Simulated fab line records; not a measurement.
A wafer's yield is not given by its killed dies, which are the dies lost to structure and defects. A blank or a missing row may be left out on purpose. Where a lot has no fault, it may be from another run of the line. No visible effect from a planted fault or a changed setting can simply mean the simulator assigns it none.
fab line records -- flow gf180mcu
record lots=12, wafers=36, last_day=34
route steps=602 shown MVSD@75 HV_LDD@198 M1@315
lots that met no fault: taken from a fault-free run of the same line
start_h: start of the lot's first displayed wafer, in hours after the record's first day -- wait_h: hours since the lot's step before -- " identical to the entry in the row above -- L1.1+2: a row that stands for several wafers -- - no value, or no start given -- * or withheld: withheld -- < > ~ a bound
route shown NAME@n: a module of which the file shows steps, and the number in the route of the first -- usual: mean and standard deviation over wafers with no fault -- same: alike in all rows -- chamber/n: place in a boat -- sites: readings site by site -- _std_site: how widely they spread, as a standard deviation -- _edge_site: outer sites' mean less inner sites' -- radius_mm: for every site, how far away it sits from the centre of the wafer -- mask NAME#n: copy n -- behind: the last tool/chamber to shape the wafer -- hold: what put the lot on hold/how long, in hours/how the hold closed -- device: names the non-switching transistor (n, p or np) -- end of line: tests of these same wafers at the route's end -- where a step has no rows: the recipe by itself -- killed: dies lost to structure and defects at the first sort, not the wafer's yield -- map: a wafer's dies, marking killed ones x, the rest . and places with no die _
set.NAME: the setting that was run; set.NAME@STEP: the one run at that earlier step -- model.NAME: the simulator's own value behind a step, which no gauge read
a sample of lots followed through the steps of the route, with each step as a table and each wafer as a row
services: when a tool's chamber went out of use (start_h, in hours from the record's first day, below 0 if earlier), for how many hours, and the reason
## steps
# step GF_MVSD_IMPLANT_09
# recipe species=P, energy_kev=100, dose_cm2=5e+12, tilt_deg=0
# usual tilt_deg=-0.003/0.022
lot.wafer,tool,chamber,start_h,wait_h,tilt_deg
L197.2,implanter-02,0,83.09,0.1,0.041
L197.4,implanter-02,0,83.09,0.1,0.018
L197.6,implanter-02,0,83.09,0.1,-0.002
L199.1,implanter-04,0,94.86,0.1,0.011
L199.2,implanter-04,0,94.86,0.1,0.019
L199.3,implanter-04,0,94.86,0.1,0.034
L200.1,implanter-02,0,100.46,0.1,-0.012
L200.4,implanter-02,0,100.46,0.1,-0.013
L200.6,implanter-02,0,100.46,0.1,-0.005
L201.1,implanter-02,0,105.21,0.1,0.001
L201.3,implanter-02,0,105.21,0.1,-0.007
L201.5,implanter-02,0,105.21,0.1,0.019
L202.2,implanter-04,0,111.40,0.1,0.013
L202.3,implanter-04,0,111.40,0.1,0.020
L202.4,implanter-04,0,111.40,0.1,0.007
L206.1,implanter-02,0,136.87,0.1,-0.023
L206.3,implanter-02,0,136.87,0.1,-0.006
L206.5,implanter-02,0,136.87,0.1,-0.028
L207.1,implanter-04,0,141.03,0.1,5.547
L207.2,implanter-04,0,141.03,0.1,5.570
L207.3,implanter-04,0,141.03,0.1,5.546
L208.3,implanter-04,0,147.46,0.1,5.556
L208.5,implanter-04,0,147.46,0.1,5.576
L208.6,implanter-04,0,147.46,0.1,5.564
L214.2,implanter-01,0,179.90,0.1,0.006
L214.4,implanter-01,0,179.90,0.1,0.015
L214.6,implanter-01,0,179.90,0.1,0.026
L217.1,implanter-01,0,198.72,0.1,0.011
L217.5,implanter-01,0,198.72,0.1,-0.025
L217.6,implanter-01,0,198.72,0.1,-0.003
L219.2,implanter-01,0,210.79,0.1,-0.031
L219.5,implanter-01,0,210.79,0.1,-0.035
L219.6,implanter-01,0,210.79,0.1,-0.008
L220.1,implanter-04,0,216.32,0.1,-0.025
L220.2,implanter-04,0,216.32,0.1,-0.020
L220.3,implanter-04,0,216.32,0.1,-0.003
# step GF_MVSD_TW_MEAS_11
# usual MVSD_TW=1575/7.2
lot.wafer,tool,chamber,start_h,wait_h,hold,MVSD_TW
L197.2,film_metro-03,-,83.32,0.1,-,1581
L197.4,film_metro-03,-,83.32,0.1,-,1574
L197.6,film_metro-03,-,83.32,0.1,-,1572
L199.1,film_metro-03,-,95.11,0.1,-,1572
L199.2,film_metro-03,-,95.11,0.1,-,1576
L199.3,film_metro-03,-,95.11,0.1,-,1579
L200.1,film_metro-04,-,100.71,0.1,-,1581
L200.4,film_metro-04,-,100.71,0.1,-,1571
L200.6,film_metro-04,-,100.71,0.1,-,1583
L201.1,film_metro-04,-,105.46,0.1,-,1568
L201.3,film_metro-04,-,105.46,0.1,-,1577
L201.5,film_metro-04,-,105.46,0.1,-,1567
L202.2,film_metro-03,-,111.64,0.1,-,1578
L202.3,film_metro-03,-,111.64,0.1,-,1586
L202.4,film_metro-03,-,111.64,0.1,-,1573
L206.1,film_metro-04,-,137.12,0.1,-,1575
L206.3,film_metro-04,-,137.12,0.1,-,1573
L206.5,film_metro-04,-,137.12,0.1,-,1561
L207.1,film_metro-02,-,141.28,0.1,await_dispo/0.2h/release,1609
L207.2,film_metro-02,-,141.28,0.1,await_dispo/0.2h/release,1613
L207.3,film_metro-02,-,141.28,0.1,await_dispo/0.2h/release,1605
L207.1,film_metro-02,-,141.57,0.3,-,1608
L207.2,film_metro-02,-,141.57,0.3,-,1607
L207.3,film_metro-02,-,141.57,0.3,-,1611
L208.3,film_metro-02,-,147.68,0.1,-,1595
L208.5,film_metro-02,-,147.68,0.1,-,1598
L208.6,film_metro-02,-,147.68,0.1,-,1603
L214.2,film_metro-02,-,180.14,0.1,-,1578
L214.4,film_metro-02,-,180.14,0.1,-,1577
L214.6,film_metro-02,-,180.14,0.1,-,1584
L217.1,film_metro-03,-,198.97,0.1,-,1570
L217.5,film_metro-03,-,198.97,0.1,-,1572
L217.6,film_metro-03,-,198.97,0.1,-,1581
L219.2,film_metro-03,-,211.02,0.1,-,1574
L219.5,film_metro-03,-,211.02,0.1,-,1580
L219.6,film_metro-03,-,211.02,0.1,-,1575
L220.1,film_metro-04,-,216.57,0.1,-,1562
L220.2,film_metro-04,-,216.57,0.1,-,1563
L220.3,film_metro-04,-,216.57,0.1,-,1567
# step GF_HV_LDD_STRIP_22
# recipe chemistry=O2/N2, power_w=1400, pressure_mtorr=1500, platen_temp_c=250, o2_flow_sccm=3000, n2_flow_sccm=300, overash_fraction=0.5
# usual drypump_motor_current_A=5.8/0.46, heater_power_w=309/36, oes_product_au=0.716/0.004, strip_time_to_endpoint_s=12.65/0.038
lot.wafer,tool,chamber,start_h,wait_h,drypump_motor_current_A,heater_power_w,oes_product_au,rf_hours_counter_h,strip_time_to_endpoint_s
L197.2,plasma_asher-04,1,241.19,0.1,6.1,285,0.713,60,12.64
L197.4,plasma_asher-04,0,241.19,0.1,4.8,290,0.710,-,12.63
L197.6,plasma_asher-04,0,241.19,0.1,4.8,290,0.711,-,12.65
L199.1,plasma_asher-03,1,249.24,0.1,6.2,356,0.714,11,12.61
L199.2,plasma_asher-03,0,249.24,0.1,6.0,273,0.712,11,12.61
L199.3,plasma_asher-03,0,249.24,0.1,6.0,258,0.716,-,12.59
L200.1,plasma_asher-01,1,259.89,0.1,5.8,306,0.714,51,12.66
L200.4,plasma_asher-01,1,259.89,0.1,5.8,322,0.719,-,12.70
L200.6,plasma_asher-01,0,259.89,0.1,5.5,351,0.720,-,12.71
L201.1,plasma_asher-04,1,266.15,0.1,6.1,282,0.719,63,12.63
L201.3,plasma_asher-04,1,266.15,0.1,6.0,279,0.714,-,12.64
L201.5,plasma_asher-04,0,266.15,0.1,4.8,293,0.719,-,12.65
L202.2,plasma_asher-03,0,270.19,0.1,6.0,269,0.713,13,12.71
L202.3,plasma_asher-03,1,270.19,0.1,6.3,358,0.714,-,12.66
L202.4,plasma_asher-03,0,270.19,0.1,6.0,267,0.724,-,12.63
L206.1,plasma_asher-03,0,303.20,0.1,6.0,263,0.715,16,12.69
L206.3,plasma_asher-03,1,303.20,0.1,6.2,355,0.719,-,12.67
L206.5,plasma_asher-03,0,303.20,0.1,6.0,266,0.721,-,12.70
L207.1,plasma_asher-03,0,309.09,0.1,6.0,269,0.722,16,12.59
L207.2,plasma_asher-03,1,309.09,0.1,6.2,353,0.715,16,12.61
L207.3,plasma_asher-03,0,309.09,0.1,6.0,271,0.714,-,12.59
L208.3,plasma_asher-03,0,320.18,0.1,6.0,264,0.714,-,12.68
L208.5,plasma_asher-03,1,320.18,0.1,6.2,352,0.714,-,12.67
L208.6,plasma_asher-03,0,320.18,0.1,6.0,263,0.733,-,12.61
L214.2,plasma_asher-03,0,361.10,0.1,6.0,263,0.709,22,12.71
L214.4,plasma_asher-03,1,361.10,0.1,6.2,352,0.715,-,12.63
L214.6,plasma_asher-03,0,361.10,0.1,6.0,263,0.714,-,12.65
L217.1,plasma_asher-03,1,384.45,0.1,6.2,356,0.721,24,12.65
L217.5,plasma_asher-03,1,384.45,0.1,6.2,345,0.719,-,12.60
L217.6,plasma_asher-03,0,384.45,0.1,6.0,261,0.717,-,12.65
L219.2,plasma_asher-04,1,400.30,0.1,6.1,289,0.713,75,12.62
L219.5,plasma_asher-04,0,400.30,0.1,4.8,299,0.718,-,12.64
L219.6,plasma_asher-04,1,400.30,0.1,6.1,280,0.714,-,12.68
L220.1,plasma_asher-03,0,419.49,0.1,6.0,263,0.717,28,12.68
L220.2,plasma_asher-03,1,419.49,0.1,6.2,355,0.717,28,12.66
L220.3,plasma_asher-03,0,419.49,0.1,6.0,263,0.712,-,12.68
# step GF_M1_SPUTTER_00
# recipe material=Ti, target_thk_nm=37.5, arriving_ion_energy_ev=80, substrate_temp_c=200, chamber_pressure_pa=2, power_w=4000, time_s=150
# usual chamber_pressure_pa=2.000/0.0038, substrate_temp_c=200.02/0.17, throttle_valve_pct=29.8/1.3
lot.wafer,tool,chamber,start_h,wait_h,chamber_pressure_pa,substrate_temp_c,throttle_valve_pct
L197.2,pvd_sputter-04,-,370.23,0.2,2.000,200.07,31.7
L197.4,pvd_sputter-04,-,370.23,0.2,2.001,199.92,29.4
L197.6,pvd_sputter-04,-,370.23,0.2,1.998,200.13,29.3
L199.1,pvd_sputter-02,-,380.44,0.1,1.998,200.00,28.9
L199.2,pvd_sputter-02,-,380.44,0.1,1.997,200.01,28.4
L199.3,pvd_sputter-02,-,380.44,0.1,2.000,200.00,30.1
L200.1,pvd_sputter-04,-,391.04,0.1,1.993,200.25,29.1
L200.4,pvd_sputter-04,-,391.04,0.1,2.004,200.07,29.1
L200.6,pvd_sputter-04,-,391.04,0.1,2.004,199.98,31.7
L201.1,pvd_sputter-01,-,398.29,0.1,2.004,200.27,28.0
L201.3,pvd_sputter-01,-,398.29,0.1,1.994,199.85,31.8
L201.5,pvd_sputter-01,-,398.29,0.1,2.009,199.75,28.0
L202.2,pvd_sputter-04,-,403.87,0.1,2.000,200.08,31.8
L202.3,pvd_sputter-04,-,403.87,0.1,1.994,199.75,29.1
L202.4,pvd_sputter-04,-,403.87,0.1,2.007,199.90,29.0
L206.1,pvd_sputter-02,-,442.45,0.2,1.996,199.85,29.0
L206.3,pvd_sputter-02,-,442.45,0.2,2.001,200.15,30.8
L206.5,pvd_sputter-02,-,442.45,0.2,2.006,200.11,29.0
L207.1,pvd_sputter-04,-,449.64,0.2,1.997,199.89,29.0
L207.2,pvd_sputter-04,-,449.64,0.2,2.001,199.98,29.5
L207.3,pvd_sputter-04,-,449.64,0.2,1.996,200.32,30.9
L208.3,pvd_sputter-04,-,462.33,0.1,2.003,200.04,31.5
L208.5,pvd_sputter-04,-,462.33,0.1,1.999,199.87,29.4
L208.6,pvd_sputter-04,-,462.33,0.1,2.001,200.11,31.3
L214.2,pvd_sputter-04,-,508.80,0.2,2.005,200.04,29.2
L214.4,pvd_sputter-04,-,508.80,0.2,2.001,200.02,29.3
L214.6,pvd_sputter-04,-,508.80,0.2,2.001,200.16,29.3
L217.1,pvd_sputter-04,-,531.98,0.1,2.002,199.97,29.0
L217.5,pvd_sputter-04,-,531.98,0.1,1.996,199.99,29.2
L217.6,pvd_sputter-04,-,531.98,0.1,2.007,199.90,30.8
L219.2,pvd_sputter-01,-,548.87,0.1,1.999,200.07,29.6
L219.5,pvd_sputter-01,-,548.87,0.1,2.002,200.14,31.9
L219.6,pvd_sputter-01,-,548.87,0.1,1.999,199.63,27.7
L220.1,pvd_sputter-02,-,566.32,0.2,2.002,200.02,31.0
L220.2,pvd_sputter-02,-,566.32,0.2,2.003,200.01,30.3
L220.3,pvd_sputter-02,-,566.32,0.2,2.000,200.12,28.6
# step GF_M1_SPUTTER_04
# recipe material=TiN, target_thk_nm=50, power_w=6500, time_s=41.7, chamber_pressure_pa=0.4
# usual chamber_pressure_pa=0.4001/0.00077, throttle_valve_pct=29.7/1.3
lot.wafer,tool,chamber,start_h,wait_h,chamber_pressure_pa,throttle_valve_pct
L197.2,pvd_sputter-04,-,370.41,0.0,0.3997,31.5
L197.4,pvd_sputter-04,-,370.41,0.0,0.4008,29.3
L197.6,pvd_sputter-04,-,370.41,0.0,0.3990,29.1
L199.1,pvd_sputter-02,-,380.62,0.0,0.4005,28.8
L199.2,pvd_sputter-02,-,380.62,0.0,0.4012,28.3
L199.3,pvd_sputter-02,-,380.62,0.0,0.4007,30.0
L200.1,pvd_sputter-04,-,391.22,0.0,0.4002,29.5
L200.4,pvd_sputter-04,-,391.22,0.0,0.3996,29.1
L200.6,pvd_sputter-04,-,391.22,0.0,0.4003,31.7
L201.1,pvd_sputter-01,-,398.47,0.0,0.4000,27.8
L201.3,pvd_sputter-01,-,398.47,0.0,0.3993,32.0
L201.5,pvd_sputter-01,-,398.47,0.0,0.4000,27.8
L202.2,pvd_sputter-04,-,404.05,0.0,0.3999,31.8
L202.3,pvd_sputter-04,-,404.05,0.0,0.4008,29.4
L202.4,pvd_sputter-04,-,404.05,0.0,0.3984,29.1
L206.1,pvd_sputter-02,-,442.63,0.0,0.4006,29.0
L206.3,pvd_sputter-02,-,442.63,0.0,0.3991,30.9
L206.5,pvd_sputter-02,-,442.63,0.0,0.4013,28.9
L207.1,pvd_sputter-04,-,449.82,0.0,0.4004,29.0
L207.2,pvd_sputter-04,-,449.82,0.0,0.3992,29.1
L207.3,pvd_sputter-04,-,449.82,0.0,0.4001,30.8
L208.3,pvd_sputter-04,-,462.52,0.0,0.3998,31.5
L208.5,pvd_sputter-04,-,462.52,0.0,0.3985,29.3
L208.6,pvd_sputter-04,-,462.52,0.0,0.4003,31.7
L214.2,pvd_sputter-04,-,508.98,0.0,0.3996,29.0
L214.4,pvd_sputter-04,-,508.98,0.0,0.3998,29.2
L214.6,pvd_sputter-04,-,508.98,0.0,0.3994,29.0
L217.1,pvd_sputter-04,-,532.16,0.0,0.3987,28.9
L217.5,pvd_sputter-04,-,532.16,0.0,0.4002,29.1
L217.6,pvd_sputter-04,-,532.16,0.0,0.3981,30.8
L219.2,pvd_sputter-01,-,549.05,0.0,0.3985,29.3
L219.5,pvd_sputter-01,-,549.05,0.0,0.4000,32.0
L219.6,pvd_sputter-01,-,549.05,0.0,0.4004,27.9
L220.1,pvd_sputter-02,-,566.50,0.0,0.3997,30.9
L220.2,pvd_sputter-02,-,566.50,0.0,0.4000,30.2
L220.3,pvd_sputter-02,-,566.50,0.0,0.4001,28.5
## services
tool,chamber,start_h,hours,kind
implanter-04,-,79.78,4.3,repair
implanter-04,-,86.37,3.9,repair
pvd_sputter-01,-,102.29,3.0,repair
plasma_asher-03,-,106.45,2.2,repair
plasma_asher-03,-,108.75,9.0,pm
implanter-04,-,157.85,0.8,repair
pvd_sputter-04,-,185.84,26.9,repair
pvd_sputter-02,-,190.46,2.6,repair
plasma_asher-03,-,217.84,24.6,repair
pvd_sputter-02,-,249.82,1.1,repair
pvd_sputter-02,-,258.37,1.4,repair
pvd_sputter-04,-,261.13,1.3,repair
implanter-02,-,312.98,42.7,repair
implanter-04,-,335.08,3.4,repair
implanter-02,-,363.11,5.0,repair
implanter-04,-,370.24,1.4,repair
implanter-02,-,398.00,3.5,pm
pvd_sputter-04,-,405.41,18.8,repair
pvd_sputter-04,-,409.96,3.4,repair
implanter-02,-,419.73,2.4,repair
pvd_sputter-01,-,467.28,1.6,repair
implanter-04,-,472.59,7.5,pm
implanter-04,-,528.15,1.7,repair
pvd_sputter-04,-,563.51,2.9,repair
## key
first_sign step=GF_MVSD_IMPLANT_09, reading=tilt_deg, direction=up, sigmas=99+, usual=-0.003, struck=5.560
effect step=GF_MVSD_TW_MEAS_11, reading=visit, direction=added
met_at GF_MVSD_IMPLANT_09
struck_lots L207,L208
tester_left_out L207,L208
not_acting_at GF_HV_LDD_STRIP_22,GF_M1_SPUTTER_00,GF_M1_SPUTTER_04
onset_between 111.40 141.03
fault kind=process_parameter_drift, tool=implanter-04, chamber=-, onset_h=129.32, steps=GF_MVSD_IMPLANT_09, channel=tilt_deg, offset=5.5829, shape=step, end_h=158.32, acts_in=these_recipes_only, stated=0
# tester_left_out: of these lots the tester's yield and bins aren't shown, on N5 and GAA mostly nor the transistor test; their killed dies are dies lost to structure and defects alone, not to doping, threshold or leakage, so they don't give the yield
